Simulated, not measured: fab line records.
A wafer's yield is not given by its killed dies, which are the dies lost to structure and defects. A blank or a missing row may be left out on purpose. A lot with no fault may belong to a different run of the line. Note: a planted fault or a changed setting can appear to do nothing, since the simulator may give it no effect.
fab line records	flow sky130
record lots=14	wafers=42	lastDay=50
route steps=708 shown VT_ADJUST_HVTP@95 VT_ADJUST_PCH@152 SONOS_TUNNEL@162 SONOS_ONO@183
lots that met no fault: taken from a fault-free run of the same line
startH: the number of hours between the record's first day and the start of the first shown wafer of the lot	waitH: hours from the lot's prior step to this one	" identical to the entry in the row above	L1.1+2: a row that stands for several wafers	- value missing, or start not given	* or withheld: withheld	< > ~ a bound
route shown NAME@n: names a module that has steps shown in the file, with the first one's number in the route	usual: average and standard deviation across the fault-free wafers	same: alike in all rows	chamber/n: place in a boat	sites: the reading at each site	_std_site: the values' standard deviation	_edge_site: the outer-site mean with the inner-site mean subtracted	radiusMm: for every site, how far away it sits from the centre of the wafer	mask NAME#n: copy n	behind: the last tool/chamber to shape the wafer	hold: cause of the lot's hold/its duration in hours/its outcome	device: which transistor (n, p or np) failed to switch	end of line: at the end of the route, the tests of the same wafers	a step without rows: its recipe alone	killed: not the wafer's yield, but the dies lost to structure and defects at the first sort	map: a wafer's dies, x killed, . not, _ none there
set.NAME: the setting the step ran with; set.NAME@STEP: the setting that earlier step ran with	model.NAME: the simulator's own value behind a step, which no gauge read
steps of the route over a sample of lots; a table a step, a row a wafer
services: from which hour (startH, from the record's first day; less than 0 if before it) a tool's chamber was out of use, for how many hours, and why
## steps
# step SKY_VT_ADJUST_HVTP_STRIP_10
# recipe chemistry=O2/N2	powerW=1400	pressureMtorr=1500	platenTempC=withheld	o2FlowSccm=3000	n2FlowSccm=300	overashFraction=0.5
# usual chamberPressureMTorr=1500.1/1.5	drypumpMotorCurrentA=5.7/0.46	oesProductAu=0.716/0.0047	stripTimeToEndpointS=14.17/0.043
lot.wafer	tool	chamber	startH	waitH	chamberPressureMTorr	drypumpMotorCurrentA	oesProductAu	rfHoursCounterH	stripTimeToEndpointS
L652.1	plasmaAsher-02	1	121.29	0.1	1497.6	5.4	0.717	31	14.16
L652.2	"	0	"	"	1499.2	5.9	0.715	31	14.17
L652.6	"	0	"	"	1499.4	5.9	0.729	-	14.12
L653.2	plasmaAsher-01	1	129.33	0.1	1498.0	5.1	0.711	44	14.22
L653.3	"	1	"	"	1501.5	5.2	0.712	-	14.21
L653.6	"	0	"	"	1501.6	5.3	0.713	-	14.19
L657.1	plasmaAsher-01	1	156.89	0.1	1502.1	5.2	0.721	47	14.14
L657.4	"	1	"	"	1499.9	5.2	0.723	-	14.18
L657.6	"	0	"	"	1498.8	5.2	0.724	-	14.17
L658.1	plasmaAsher-03	0	158.72	0.1	1499.0	5.9	0.719	4	14.18
L658.3	"	0	"	"	1502.7	5.9	0.721	-	14.13
L658.6	"	1	"	"	1500.2	6.5	0.713	-	14.13
L659.1	plasmaAsher-01	0	164.93	0.1	1498.4	5.2	0.710	48	14.17
L659.3	"	0	"	"	1502.0	5.2	0.719	-	14.17
L659.4	"	1	"	"	1502.3	5.2	0.721	-	14.17
L660.2	plasmaAsher-01	0	176.77	0.1	1501.2	5.2	0.717	49	14.14
L660.4	"	1	"	"	1499.7	5.2	0.708	-	14.16
L660.5	"	0	"	"	1501.5	5.2	0.714	-	14.15
L661.1	plasmaAsher-03	1	182.59	0.1	1498.3	6.5	0.724	6	14.14
L661.2	"	0	"	"	1498.7	5.9	0.715	6	14.14
L661.6	"	0	"	"	1500.2	5.9	0.715	-	14.15
L667.2	plasmaAsher-03	1	219.63	0.1	1500.1	6.5	0.721	9	14.20
L667.3	"	0	"	"	1499.3	5.9	0.718	-	14.18
L667.5	"	1	"	"	1500.1	6.5	0.716	-	14.17
L668.1	plasmaAsher-02	1	226.33	0.1	1501.3	5.5	0.727	41	14.14
L668.2	"	0	"	"	1500.1	5.8	0.725	41	14.22
L668.5	"	0	"	"	1500.6	5.8	0.718	-	14.22
L669.1	plasmaAsher-01	0	226.63	0.1	1502.8	5.2	0.718	53	14.20
L669.2	"	1	"	"	1502.0	5.2	0.716	53	14.16
L669.5	"	0	"	"	1498.7	5.2	0.724	-	14.18
L670.1	plasmaAsher-03	1	236.08	0.1	1501.5	6.5	0.704	11	14.20
L670.4	"	0	"	"	1499.6	5.9	0.722	-	14.15
L670.6	"	0	"	"	1500.6	5.9	0.713	-	14.18
L672.1	plasmaAsher-03	0	246.95	0.1	1500.8	5.9	0.713	12	14.09
L672.2	"	1	"	"	1499.4	6.5	0.718	12	14.13
L672.6	"	0	"	"	1499.0	5.9	0.719	-	14.12
L673.1	plasmaAsher-02	0	263.14	0.1	1499.1	5.9	0.721	45	14.18
L673.2	"	1	"	"	1498.7	5.5	0.723	45	14.08
L673.6	"	1	"	"	1500.9	5.5	0.719	-	14.11
L674.1	plasmaAsher-02	0	277.48	0.1	1501.8	5.9	0.714	46	14.11
L674.3	"	0	"	"	1497.2	5.8	0.719	-	14.15
L674.5	"	0	"	"	1500.3	5.8	0.719	-	14.10
# step SKY_VT_ADJUST_PCH_STRIP_09
# recipe chemistry=O2/N2	powerW=1400	pressureMtorr=1500	platenTempC=withheld	o2FlowSccm=3000	n2FlowSccm=300	overashFraction=0.5
# usual chamberPressureMTorr=1499.9/1.3	drypumpMotorCurrentA=5.7/0.47	oesProductAu=0.723/0.0047	stripTimeToEndpointS=36.91/0.092
lot.wafer	tool	chamber	startH	waitH	chamberPressureMTorr	drypumpMotorCurrentA	oesProductAu	rfHoursCounterH	stripTimeToEndpointS
L652.1	plasmaAsher-03	0	222.92	0.1	1497.0	5.9	0.729	10	36.94
L652.2	"	1	"	"	1502.5	6.5	0.721	10	36.89
L652.6	"	1	"	"	1500.9	6.5	0.722	-	36.79
L653.2	plasmaAsher-02	1	233.42	0.1	1499.4	5.5	0.714	42	36.93
L653.3	"	1	"	"	1497.9	5.4	0.717	-	37.06
L653.6	"	0	"	"	1501.4	5.8	0.729	-	36.98
L657.1	plasmaAsher-01	0	267.71	0.1	1498.6	5.3	0.727	57	36.94
L657.4	"	0	"	"	1501.6	5.2	0.724	-	36.96
L657.6	"	0	"	"	1500.3	5.2	0.712	-	37.01
L658.1	plasmaAsher-01	0	269.76	0.1	1498.8	5.2	0.723	58	36.90
L658.3	"	1	"	"	1499.7	5.2	0.720	-	36.87
L658.6	"	1	"	"	1499.1	5.2	0.729	-	36.84
L659.1	plasmaAsher-01	0	278.78	0.1	-	-	-	-	-
L659.3	"	0	"	"	-	-	-	-	-
L659.4	"	1	"	"	-	-	-	-	-
L660.2	plasmaAsher-03	1	294.97	0.1	-	-	-	-	-
L660.4	"	1	"	"	-	-	-	-	-
L660.5	"	0	"	"	-	-	-	-	-
L661.1	plasmaAsher-03	1	298.40	0.1	1500.9	6.5	0.727	17	36.97
L661.2	"	0	"	"	1501.9	5.8	0.713	17	36.83
L661.6	"	0	"	"	1498.9	5.9	0.718	-	36.90
L667.2	plasmaAsher-01	1	345.77	0.1	1500.8	5.2	0.721	65	36.64
L667.3	"	0	"	"	1499.9	5.2	0.726	-	36.77
L667.5	"	1	"	"	1500.5	5.2	0.724	-	36.76
L668.1	plasmaAsher-03	0	354.07	0.1	1500.7	5.9	0.727	22	36.86
L668.2	"	1	"	"	1499.1	6.5	0.723	22	36.89
L668.5	"	0	"	"	1498.2	5.9	0.721	-	36.87
L669.1	plasmaAsher-03	1	354.90	0.1	1499.7	6.5	0.716	23	36.99
L669.2	"	0	"	"	1501.3	5.9	0.719	23	37.03
L669.5	"	0	"	"	1498.9	5.9	0.726	-	37.01
L670.1	plasmaAsher-01	1	365.87	0.1	1500.4	5.2	0.724	67	36.84
L670.4	"	0	"	"	1499.6	5.2	0.717	-	36.80
L670.6	"	1	"	"	1501.6	5.2	0.730	-	36.79
L672.1	plasmaAsher-03	0	379.42	0.1	1500.3	5.8	0.723	26	36.86
L672.2	"	1	"	"	1498.4	6.5	0.724	26	36.91
L672.6	"	1	"	"	1500.3	6.5	0.721	-	36.87
L673.1	plasmaAsher-03	1	400.05	0.1	1499.4	6.5	0.725	28	36.97
L673.2	"	0	"	"	1499.6	5.9	0.713	28	36.84
L673.6	"	1	"	"	1500.7	6.5	0.724	-	36.95
L674.1	plasmaAsher-03	1	416.60	0.1	1501.8	6.5	0.733	29	36.83
L674.3	"	0	"	"	1502.2	5.9	0.725	-	36.89
L674.5	"	1	"	"	1498.6	6.5	0.713	-	36.80
# step SKY_SONOS_TUNNEL_OVL_MEAS_08
# usual SONOS_TUNNEL_OVL=0.1/1.2
lot.wafer	tool	chamber	startH	waitH	SONOS_TUNNEL_OVL[nm]
L652.1	overlay-01	-	245.94	0.1	-0.8
L652.2	"	-	"	"	-0.6
L652.6	"	-	"	"	-1.2
L653.2	overlay-02	-	257.50	0.1	-0.9
L653.3	"	-	"	"	0.4
L653.6	"	-	"	"	1.3
L657.1	overlay-01	-	293.14	0.1	0.5
L657.4	"	-	"	"	-0.6
L657.6	"	-	"	"	0.3
L658.1	overlay-01	-	295.24	0.1	-1.2
L658.3	"	-	"	"	0.2
L658.6	"	-	"	"	-1.0
L659.1	overlay-01	-	304.33	0.1	1.0
L659.3	"	-	"	"	2.5
L659.4	"	-	"	"	2.1
L660.2	overlay-02	-	321.25	0.1	-2.3
L660.4	"	-	"	"	-1.4
L660.5	"	-	"	"	-1.9
L661.1	overlay-02	-	323.58	0.1	-0.9
L661.2	"	-	"	"	1.0
L661.6	"	-	"	"	0.6
L667.2	overlay-02	-	374.65	0.1	-0.8
L667.3	"	-	"	"	2.0
L667.5	"	-	"	"	-0.3
L668.1	overlay-02	-	383.63	0.1	-1.1
L668.2	"	-	"	"	0.7
L668.5	"	-	"	"	-1.2
L669.1	overlay-01	-	384.73	0.1	0.6
L669.2	"	-	"	"	-0.8
L669.5	"	-	"	"	0.7
L670.1	overlay-01	-	395.61	0.1	-0.6
L670.4	"	-	"	"	0.7
L670.6	"	-	"	"	-0.8
L672.1	overlay-01	-	408.88	0.1	1.3
L672.2	"	-	"	"	2.6
L672.6	"	-	"	"	0.8
L673.1	overlay-01	-	429.14	0.1	-1.8
L673.2	"	-	"	"	-0.2
L673.6	"	-	"	"	-1.6
L674.1	overlay-02	-	446.98	0.1	1.8
L674.3	"	-	"	"	-0.5
L674.5	"	-	"	"	0.1
# step SKY_SONOS_TUNNEL_TW_MEAS_12
# usual SONOS_TUNNEL_TW=198.7/1.6
lot.wafer	tool	chamber	startH	waitH	SONOS_TUNNEL_TW
L652.1	filmMetro-02	-	246.39	0.0	195.3
L652.2	"	-	"	"	196.6
L652.6	"	-	"	"	197.3
L653.2	filmMetro-02	-	257.95	0.0	196.3
L653.3	"	-	"	"	195.4
L653.6	"	-	"	"	196.6
L657.1	filmMetro-01	-	293.71	0.0	199.1
L657.4	"	-	"	"	199.7
L657.6	"	-	"	"	199.5
L658.1	filmMetro-01	-	295.71	0.0	198.6
L658.3	"	-	"	"	199.6
L658.6	"	-	"	"	199.4
L659.1	filmMetro-02	-	305.10	0.0	29.9
L659.3	"	-	"	"	30.2
L659.4	"	-	"	"	30.1
L660.2	filmMetro-04	-	321.79	0.0	30.2
L660.4	"	-	"	"	30.2
L660.5	"	-	"	"	30.2
L661.1	filmMetro-04	-	324.21	0.0	198.6
L661.2	"	-	"	"	198.8
L661.6	"	-	"	"	199.6
L667.2	filmMetro-04	-	375.15	0.0	198.9
L667.3	"	-	"	"	199.1
L667.5	"	-	"	"	199.7
L668.1	filmMetro-04	-	384.17	0.0	199.7
L668.2	"	-	"	"	198.9
L668.5	"	-	"	"	199.0
L669.1	filmMetro-01	-	385.20	0.0	200.7
L669.2	"	-	"	"	200.8
L669.5	"	-	"	"	199.8
L670.1	filmMetro-01	-	396.09	0.0	201.1
L670.4	"	-	"	"	200.5
L670.6	"	-	"	"	200.5
L672.1	filmMetro-01	-	409.34	0.0	199.4
L672.2	"	-	"	"	200.7
L672.6	"	-	"	"	199.4
L673.1	filmMetro-02	-	429.59	0.0	197.8
L673.2	"	-	"	"	197.4
L673.6	"	-	"	"	198.1
L674.1	filmMetro-02	-	447.43	0.0	196.8
L674.3	"	-	"	"	196.1
L674.5	"	-	"	"	197.8
# step SKY_SONOS_ONO_ETCH_15
# recipe targetDepthNm=19.52	chemistry=CHF3/O2	sourceW=600	biasW=200	pressureMtorr=40	chf3FlowSccm=50	O2_flow_sccm=5	timeS=7.8
# usual chamberPressureMTorr=40.00/0.037	drypumpMotorCurrentA=5.8/0.46	oesProductAu=1.006/0.0096	throttleValvePct=8.826/0.0099
lot.wafer	tool	chamber	startH	waitH	chamberPressureMTorr	drypumpMotorCurrentA	oesProductAu	rfHoursCounterH	throttleValvePct
L652.1	rieDiel-02	1	276.43	0.0	40.00	5.9	1.007	126	8.826
L652.2	"	0	"	"	40.02	5.2	1.003	0	8.823
L652.6	"	2	"	"	40.02	5.2	1.002	-	8.817
L653.2	rieDiel-04	1	288.52	0.0	40.01	6.2	1.018	97	8.824
L653.3	"	2	"	"	39.99	5.4	1.006	44	8.812
L653.6	"	0	"	"	39.99	5.5	1.015	-	8.829
L657.1	rieDiel-02	3	326.44	0.0	40.06	6.4	1.020	51	8.837
L657.4	"	0	"	"	40.00	5.2	1.009	1	8.833
L657.6	"	0	"	"	40.00	5.2	1.007	-	8.838
L658.1	rieDiel-04	3	331.52	0.0	40.00	6.1	1.000	4	8.818
L658.3	"	0	"	"	40.02	5.5	0.999	1	8.819
L658.6	"	0	"	"	40.01	5.5	1.004	-	8.827
L659.1	rieDiel-04	1	338.39	0.0	40.08	6.1	1.007	99	8.820
L659.3	"	0	"	"	40.02	5.5	1.009	1	8.816
L659.4	"	2	"	"	39.96	5.3	1.008	45	8.834
L660.2	rieDiel-01	3	352.88	0.0	40.00	5.4	0.992	2	8.825
L660.4	"	1	"	"	40.01	5.7	1.012	99	8.846
L660.5	"	2	"	"	40.10	6.6	0.997	-	8.831
L661.1	rieDiel-01	3	355.43	0.0	40.02	5.4	0.996	2	8.830
L661.2	"	1	"	"	40.02	5.7	1.009	99	8.814
L661.6	"	2	"	"	39.95	6.5	0.992	-	8.829
L667.2	rieDiel-04	2	411.12	0.0	39.99	5.4	1.007	47	8.812
L667.3	"	3	"	"	40.02	6.1	1.004	6	8.834
L667.5	"	3	"	"	39.97	6.1	1.004	-	8.806
L668.1	rieDiel-04	0	419.24	0.0	39.98	5.5	1.014	3	8.846
L668.2	"	2	"	"	40.02	5.4	1.012	47	8.828
L668.5	"	3	"	"	39.96	6.1	0.996	-	8.826
L669.1	rieDiel-01	3	419.32	0.0	40.03	5.4	0.999	4	8.819
L669.2	"	2	"	"	39.96	6.5	0.993	16	8.837
L669.5	"	1	"	"	39.97	5.7	1.013	-	8.815
L670.1	rieDiel-04	0	434.88	0.0	39.98	5.5	1.017	4	8.830
L670.4	"	3	"	"	40.05	6.1	1.000	6	8.830
L670.6	"	3	"	"	39.92	6.1	1.005	-	8.820
L672.1	rieDiel-02	2	444.93	0.0	39.98	5.2	1.007	74	8.824
L672.2	"	0	"	"	40.01	5.2	0.995	3	8.828
L672.6	"	1	"	"	39.95	6.0	1.016	-	8.833
L673.1	rieDiel-02	3	465.54	0.0	40.04	6.4	1.016	54	8.827
L673.2	"	0	"	"	39.98	5.2	0.994	4	8.823
L673.6	"	2	"	"	40.02	5.2	1.001	-	8.815
L674.1	rieDiel-01	0	483.34	0.0	39.98	6.4	0.985	27	8.823
L674.3	"	1	"	"	40.02	5.7	0.998	0	8.824
L674.5	"	1	"	"	39.98	5.6	0.999	-	8.836
## services
tool	chamber	startH	hours	kind
rieDiel-01	3	102.30	13.4	repair
plasmaAsher-01	-	106.33	10.0	pm
plasmaAsher-03	-	108.75	9.0	pm
rieDiel-01	-	126.79	0.9	repair
plasmaAsher-03	-	154.01	2.8	pm
plasmaAsher-02	-	170.95	0.4	repair
rieDiel-01	2	200.47	2.8	repair
plasmaAsher-03	-	239.51	0.7	repair
rieDiel-01	2	257.11	2.7	repair
rieDiel-04	3	292.26	9.9	repair
rieDiel-01	0	307.99	43.6	repair
rieDiel-02	-	334.21	21.7	repair
plasmaAsher-01	-	335.35	4.2	repair
plasmaAsher-03	-	336.64	6.1	repair
rieDiel-02	-	346.74	1.2	repair
plasmaAsher-02	-	350.37	8.3	repair
plasmaAsher-02	-	362.59	6.9	pm
rieDiel-01	-	371.41	0.8	repair
rieDiel-04	1	390.74	4.7	repair
rieDiel-02	-	396.50	15.6	pm
rieDiel-01	1	399.77	2.3	repair
plasmaAsher-03	-	405.95	3.6	repair
rieDiel-01	0	412.26	30.4	repair
plasmaAsher-01	-	421.25	9.0	pm
## key
firstSign step=SKY_VT_ADJUST_PCH_STRIP_09	reading=toolRecord	direction=missing
effect step=SKY_SONOS_TUNNEL_TW_MEAS_12	reading=SONOS_TUNNEL_TW	direction=down	sigmas=99+	usual=198.7	struck=30.1
metAt SKY_VT_ADJUST_PCH_STRIP_09
struckLots L659,L660
laterRowsLeftOut L659.1,L659.3,L659.4,L660.2,L660.4,L660.5
sortLeftOut L659.1,L659.3,L659.4,L660.2,L660.4,L660.5
testerLeftOut L659,L660
notActingAt SKY_VT_ADJUST_HVTP_STRIP_10,SKY_SONOS_TUNNEL_OVL_MEAS_08,SKY_SONOS_ONO_ETCH_15
onsetBetween 269.76 278.78
fault kind=skippedStepWhole	tool=plasmaAsher-01,plasmaAsher-03	chamber=-	onsetH=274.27	steps=SKY_VT_ADJUST_PCH_STRIP_09	scope=struckLotsOnly
# testerLeftOut: of these lots the tester's yield and bins aren't shown, on N5 and GAA mostly nor the transistor test; their killed dies are dies lost to structure and defects alone, not to doping, threshold or leakage, so they don't give the yield
# sortLeftOut: the simulated sort isn't trusted on such a fault, so these wafers' sort isn't shown, and their yield isn't known
# laterRowsLeftOut: the simulator's readings of these wafers behind a module that went badly wrong aren't trusted and aren't shown, but for the sort
